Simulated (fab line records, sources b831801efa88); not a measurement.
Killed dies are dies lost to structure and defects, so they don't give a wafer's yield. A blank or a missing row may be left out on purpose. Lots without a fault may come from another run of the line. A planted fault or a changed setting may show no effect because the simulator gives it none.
Which tool did it? | flow sky130 | 7 lots, 21 wafers sampled, at 1 step of a route of 708

WHAT THE GAUGES READ, wafer by wafer
SKY_NWELL_THK_MEAS_02.
lot  | measured    | on            | NWELL_OXIDATION_THK (nm)
L961 | day 3 00:04 | film_metro-01 | 10.16 9.94 10.20
L964 | day 3 12:52 | film_metro-03 | 9.92 9.90 9.97
L971 | day 4 22:13 | film_metro-02 | 10.20 10.06 10.01
L974 | day 5 13:13 | film_metro-03 | 10.12 10.01 10.00
L976 | day 6 01:23 | film_metro-03 | 9.97 10.02 10.06
L980 | day 6 19:49 | film_metro-02 | 10.02 10.04 10.06
L982 | day 7 08:20 | film_metro-02 | 10.06 9.92 10.10

WHICH TOOL RAN EACH LOT (tool, then ch and the chambers of the sampled wafers, then the start)
The record holds no process step before these readings.

THE ANSWER, worked out from the rows above alone
Rule: what is usual is taken from the lots themselves. Put in order of their means at a reading, lots are off if they are a third of the lots or fewer, leave a main group of 4 or more, and stand apart from it by a gap of 3 or more times the standard deviation of the main group's means; of several such gaps the widest counts. A main group whose means are all the same, to the digits that the tables above print for the reading, isn't used. A lot without any number at a reading at which 4 lots or more have one is off too. The other lots that the step has rows for count as sound.
No lot is off at any reading shown: from this, nothing can be told.

WHAT THE SIMULATOR HAD PUT IN
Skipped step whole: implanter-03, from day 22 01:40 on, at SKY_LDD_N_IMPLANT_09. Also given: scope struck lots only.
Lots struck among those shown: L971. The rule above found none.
